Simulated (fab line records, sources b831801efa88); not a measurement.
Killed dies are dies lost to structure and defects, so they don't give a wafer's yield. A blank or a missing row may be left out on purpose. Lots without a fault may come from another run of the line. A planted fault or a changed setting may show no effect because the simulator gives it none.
fab line records | flow gf180mcu
record lots=13 wafers=39 last_day=34
route steps=602 shown LVPWELL@56 NSD@243 PSD@261 SALICIDE@284
lots that met no fault: from a run of the same line without faults
start_h: hours from the record's first day to the start of the lot's first wafer shown | wait_h: hours since the lot's step before | " the same as in the row above | L1.1+2: a row that stands for several wafers | - no value, or no start given | * or withheld: withheld | < > ~ a bound
route shown NAME@n: a module of which the file shows steps, and the number in the route of the first | usual: mean/standard deviation of fault-free wafers | same: alike in all rows | chamber/n: place in a boat | sites: the reading at each site | _std_site: their standard deviation | _edge_site: outer sites' mean less inner sites' | radius_mm: how far each site lies from the wafer's centre | mask NAME#n: copy n | behind: the tool/chamber that last shaped the wafer | hold: why the lot was held/for how many hours/how that ended | device: the transistor (n, p or np) that didn't switch | end of line: the same wafers' tests at the end of the route | a step without rows: its recipe alone | killed: dies lost to structure and defects at the first sort, not the wafer's yield | map: a wafer's dies, x killed, . not, _ none there
set.NAME: the setting as run; set.NAME@STEP: as run at that earlier step | model.NAME: the simulator's own value behind a step, which no gauge read
steps of the route over a sample of lots; a table a step, a row a wafer
services: from which hour (start_h, from the record's first day; less than 0 if before it) a tool's chamber was out of use, for how many hours, and why
## steps
# step GF_LVPWELL_COAT_02
# recipe spin_rpm=2000 resist_thk_nm=3000
# columns lot.wafer tool chamber start_h wait_h
L349.1+3+5 litho_track-01 0 67.26 0.1
L350.2+5+6 litho_track-01 0 73.23 0.1
L353.1+2+5 litho_track-03 0 92.11 0.1
L355.1+2+6 litho_track-03 0 101.11 0.1
L356.1+2+5 litho_track-01 0 106.61 0.1
L357.1+2+3 litho_track-03 0 111.96 0.1
L358.3+4+6 litho_track-01 0 120.06 0.1
L361.1+3+6 litho_track-01 0 132.76 0.1
L363.1+3+4 litho_track-01 0 146.06 0.1
L366.3+4+5 litho_track-01 0 163.11 0.1
L368.1+5+6 litho_track-02 0 172.57 0.1
L370.1+2+4 litho_track-03 0 182.86 0.1
L371.3+4+6 litho_track-02 0 190.12 0.1
# step GF_LVPWELL_STRIP_10
# recipe chemistry=O2/N2 power_w=1400 pressure_mtorr=1500 platen_temp_c=250 o2_flow_sccm=3000 n2_flow_sccm=300 overash_fraction=0.5
# usual drypump_motor_current_A=5.6/0.35 heater_power_w=356/32 oes_product_au=0.722/0.0045 strip_time_to_endpoint_s=36.94/0.088
# columns lot.wafer tool chamber start_h wait_h drypump_motor_current_A heater_power_w oes_product_au rf_hours_counter_h strip_time_to_endpoint_s
L349.1 plasma_asher-02 0 74.25 0.1 6.1 332 0.727 35 36.91
L349.3 " 0 " " 6.1 322 0.722 - 36.90
L349.5 " 0 " " 6.1 318 0.718 - 36.85
L350.2 plasma_asher-03 0 81.05 0.1 5.3 435 0.721 45 36.97
L350.5 " 0 " " 5.3 430 0.714 - 36.92
L350.6 " 1 " " 5.7 367 0.719 - 36.97
L353.1 plasma_asher-01 1 100.15 0.1 6.0 349 0.720 29 36.90
L353.2 " 0 " " 5.0 316 0.727 29 36.92
L353.5 " 0 " " 5.0 319 0.714 - 36.95
L355.1 plasma_asher-01 1 108.80 0.1 6.1 358 0.727 30 36.79
L355.2 " 0 " " 5.0 322 0.723 30 36.83
L355.6 " 1 " " 6.0 349 0.716 - 36.77
L356.1 plasma_asher-01 0 114.11 0.1 5.0 328 0.723 31 36.91
L356.2 " 1 " " 6.1 359 0.724 31 36.86
L356.5 " 1 " " 6.0 347 0.719 - 36.95
L357.1 plasma_asher-03 0 119.75 0.1 5.3 393 0.719 0 36.98
L357.2 " 1 " " 5.7 369 0.724 0 37.08
L357.3 " 1 " " 5.7 373 0.723 - 36.93
L358.3 plasma_asher-02 0 128.34 0.1 6.1 320 0.721 - 36.96
L358.4 " 1 " " 5.6 327 0.716 - 36.86
L358.6 " 1 " " 5.6 333 0.718 - 37.01
L361.1 plasma_asher-03 0 140.80 0.1 5.3 396 0.718 2 36.91
L361.3 " 0 " " 5.3 381 0.728 - 36.96
L361.6 " 0 " " 5.3 395 0.724 - 36.96
L363.1 plasma_asher-02 0 154.05 0.1 6.1 318 0.724 44 36.75
L363.3 " 1 " " 5.6 334 0.732 - 36.76
L363.4 " 0 " " 6.1 322 0.720 - 36.72
L366.3 plasma_asher-03 1 170.93 0.1 5.7 375 0.721 - 37.03
L366.4 " 0 " " 5.3 393 0.731 - 36.94
L366.5 " 1 " " 5.7 364 0.717 - 39.49
L368.1 plasma_asher-02 1 181.29 0.1 5.5 335 0.727 47 36.93
L368.5 " 1 " " 5.6 327 0.723 - 37.02
L368.6 " 0 " " 6.0 312 0.722 - 36.89
L370.1 plasma_asher-03 1 191.50 0.1 5.7 373 0.730 8 36.98
L370.2 " 0 " " 5.3 397 0.715 8 36.90
L370.4 " 0 " " 5.3 394 0.722 - 36.95
L371.3 plasma_asher-01 0 198.49 0.1 5.0 330 0.717 - 36.88
L371.4 " 1 " " 6.1 350 0.718 - 36.92
L371.6 " 0 " " 5.0 331 0.721 - 36.93
# step GF_NSD_OVL_MEAS_08
# usual NSD_OVL=-2.0/1.3
# columns lot.wafer tool chamber start_h wait_h NSD_OVL[nm]
L349.1 overlay-01 - 304.94 0.1 -1.7
L349.3 " - " " -2.7
L349.5 " - " " -1.2
L350.2 overlay-01 - 309.78 0.1 -2.2
L350.5 " - " " -2.0
L350.6 " - " " -2.9
L353.1 overlay-01 - 337.42 0.1 -2.3
L353.2 " - " " -2.4
L353.5 " - " " -1.2
L355.1 overlay-02 - 352.29 0.1 -0.3
L355.2 " - " " 0.4
L355.6 " - " " -0.4
L356.1 overlay-01 - 357.37 0.1 -4.1
L356.2 " - " " -3.6
L356.5 " - " " -2.8
L357.1 overlay-02 - 365.79 0.1 -1.1
L357.2 " - " " -2.3
L357.3 " - " " -1.6
L358.3 overlay-02 - 379.26 0.1 -0.6
L358.4 " - " " -0.9
L358.6 " - " " 0.6
L361.1 overlay-01 - 398.79 0.1 -1.3
L361.3 " - " " -2.2
L361.6 " - " " -1.0
L363.1 overlay-01 - 418.19 0.1 -2.5
L363.3 " - " " -1.4
L363.4 " - " " -3.0
L366.3 overlay-01 - 445.40 0.1 -3.2
L366.4 " - " " -3.1
L366.5 " - " " -3.3
L368.1 overlay-01 - 473.99 0.1 -4.9
L368.5 " - " " -4.7
L368.6 " - " " -3.4
L370.1 overlay-01 - 475.42 0.1 -2.3
L370.2 " - " " -1.1
L370.4 " - " " -2.1
L371.3 overlay-01 - 485.38 0.1 -2.3
L371.4 " - " " -3.0
L371.6 " - " " -1.5
# step GF_PSD_RTA_13
# recipe temp_c=1025 time_s=20 ambient=N2
# usual chamber_o2_ppm=2.002/0.02 lamp_power_pct=38/3.6 wafer_temp_C_max=1030.7/1.6
# columns lot.wafer tool chamber start_h wait_h chamber_o2_ppm lamp_power_pct wafer_temp_C_max
L349.1 rtp_anneal-02 0 326.28 0.0 2.000 34 1028.9
L349.3 " 0 " " 1.999 34 1029.2
L349.5 " 0 " " 2.003 34 1028.9
L350.2 rtp_anneal-01 0 331.59 0.0 1.978 41 1032.1
L350.5 " 0 " " 2.007 41 1030.8
L350.6 " 0 " " 1.968 41 1031.0
L353.1 rtp_anneal-01 0 358.77 0.0 1.984 41 1032.4
L353.2 " 0 " " 1.990 41 1034.1
L353.5 " 0 " " 1.994 41 1032.8
L355.1 rtp_anneal-02 0 374.38 0.0 1.969 34 1029.5
L355.2 " 0 " " 2.002 34 1029.8
L355.6 " 0 " " 1.959 34 1028.4
L356.1 rtp_anneal-01 0 379.84 0.0 2.005 41 1031.2
L356.2 " 0 " " 2.046 41 1030.7
L356.5 " 0 " " 1.983 41 1033.1
L357.1 rtp_anneal-01 0 388.97 0.0 2.020 41 1032.3
L357.2 " 0 " " 1.996 41 1031.4
L357.3 " 0 " " 2.009 41 1032.2
L358.3 rtp_anneal-02 0 403.11 0.0 2.016 34 1028.8
L358.4 " 0 " " 2.030 34 1028.5
L358.6 " 0 " " 2.000 34 1030.9
L361.1 rtp_anneal-01 0 423.22 0.0 2.004 42 1031.6
L361.3 " 0 " " 1.976 41 1032.4
L361.6 " 0 " " 1.998 41 1033.9
L363.1 rtp_anneal-02 0 442.88 0.0 1.988 34 1029.5
L363.3 " 0 " " 2.008 34 1029.4
L363.4 " 0 " " 2.001 34 1028.7
L366.3 rtp_anneal-01 0 470.00 0.0 1.990 41 1030.6
L366.4 " 0 " " 1.988 41 1031.4
L366.5 " 0 " " 1.990 41 1030.1
L368.1 rtp_anneal-02 0 499.32 0.0 2.002 34 1029.7
L368.5 " 0 " " 2.021 34 1030.1
L368.6 " 0 " " 1.977 34 1029.0
L370.1 rtp_anneal-01 0 500.24 0.0 2.023 41 1030.6
L370.2 " 0 " " 1.973 41 1034.4
L370.4 " 0 " " 1.960 41 1032.0
L371.3 rtp_anneal-02 0 509.60 0.0 2.014 34 1030.2
L371.4 " 0 " " 2.017 34 1030.2
L371.6 " 0 " " 2.024 34 1029.4
# step GF_SALICIDE_RTA_06
# recipe temp_c=530 time_s=30 ambient=N2
# usual chamber_o2_ppm=2.002/0.02 lamp_power_pct=6.7/0.64 wafer_temp_C_max=532.9/0.88
# columns lot.wafer tool chamber start_h wait_h chamber_o2_ppm lamp_power_pct wafer_temp_C_max
L349.1 rtp_anneal-01 0 348.24 0.1 2.030 7.5 533.5
L349.3 " 0 " " 2.019 7.5 533.1
L349.5 " 0 " " 1.989 7.5 532.9
L350.2 rtp_anneal-01 0 353.55 0.1 1.962 7.5 534.2
L350.5 " 0 " " 1.999 7.5 533.8
L350.6 " 0 " " 1.955 7.5 533.6
L353.1 rtp_anneal-02 0 382.28 0.1 2.018 6.2 532.1
L353.2 " 0 " " 2.011 6.2 531.9
L353.5 " 0 " " 2.019 6.2 531.9
L355.1 rtp_anneal-01 0 397.89 0.1 1.990 7.5 533.4
L355.2 " 0 " " 1.981 7.5 534.0
L355.6 " 0 " " 2.005 7.5 532.7
L356.1 rtp_anneal-01 0 403.85 0.1 1.997 7.5 532.7
L356.2 " 0 " " 2.025 7.5 533.4
L356.5 " 0 " " 2.005 7.5 535.1
L357.1 rtp_anneal-02 0 413.66 0.1 1.989 6.2 533.0
L357.2 " 0 " " 1.977 6.2 532.4
L357.3 " 0 " " 1.974 6.2 531.6
L358.3 rtp_anneal-01 0 427.25 0.1 1.943 7.5 533.5
L358.4 " 0 " " 2.014 7.5 536.5
L358.6 " 0 " " 1.977 7.5 534.2
L361.1 rtp_anneal-02 0 448.59 0.1 2.010 6.2 533.7
L361.3 " 0 " " 2.010 6.2 532.9
L361.6 " 0 " " 2.009 6.2 532.8
L363.1 rtp_anneal-01 0 467.78 0.1 2.002 7.5 533.4
L363.3 " 0 " " 2.029 7.5 535.0
L363.4 " 0 " " 2.012 7.5 533.1
L366.3 rtp_anneal-02 0 494.61 0.1 1.983 6.2 532.2
L366.4 " 0 " " 1.985 6.2 532.3
L366.5 " 0 " " 1.999 6.2 532.0
L368.1 rtp_anneal-02 0 523.68 0.1 2.012 6.2 532.0
L368.5 " 0 " " 1.987 6.2 533.1
L368.6 " 0 " " 1.994 6.2 531.8
L370.1 rtp_anneal-02 0 524.59 0.1 2.034 6.2 533.1
L370.2 " 0 " " 2.012 6.2 532.1
L370.4 " 0 " " 2.016 6.2 532.1
L371.3 rtp_anneal-02 0 533.22 0.1 1.995 6.2 532.7
L371.4 " 0 " " 2.015 6.2 532.1
L371.6 " 0 " " 2.007 6.2 532.2
## services
# columns tool chamber start_h hours kind
plasma_asher-03 - 108.75 9.0 pm
plasma_asher-03 0 108.75 9.0 vent_cycle
plasma_asher-03 1 108.75 9.0 vent_cycle
plasma_asher-03 0 117.75 - clean
plasma_asher-03 1 117.75 - clean
plasma_asher-01 - 142.05 28.1 pm
plasma_asher-02 - 170.34 1.6 repair
plasma_asher-02 - 262.61 1.0 repair
plasma_asher-03 - 288.34 0.7 repair
rtp_anneal-02 - 295.01 4.6 pm
plasma_asher-03 - 385.28 7.6 repair
plasma_asher-02 - 421.25 9.0 pm
plasma_asher-02 0 421.25 9.0 vent_cycle
plasma_asher-02 1 421.25 9.0 vent_cycle
plasma_asher-02 0 430.25 - clean
plasma_asher-02 1 430.25 - clean
## key
first_sign step=GF_LVPWELL_STRIP_10 reading=strip_time_to_endpoint_s direction=up sigmas=29 usual=* struck=*
effect none on later readings
met_at GF_LVPWELL_COAT_02
struck_lots L366
struck_wafers L366.5
tester_left_out L366
not_acting_at GF_NSD_OVL_MEAS_08,GF_PSD_RTA_13,GF_SALICIDE_RTA_06
onset_between 146.06 163.11
fault kind=process_parameter_drift tool=litho_track-01 chamber=- onset_h=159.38 steps=GF_LVPWELL_COAT_02 channel=resist_thk_nm offset=* shape=step end_h=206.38 scope=struck_wafers_only acts_in=* stated=*
# tester_left_out: of these lots the tester's yield and bins aren't shown, on N5 and GAA mostly nor the transistor test; their killed dies are dies lost to structure and defects alone, not to doping, threshold or leakage, so they don't give the yield
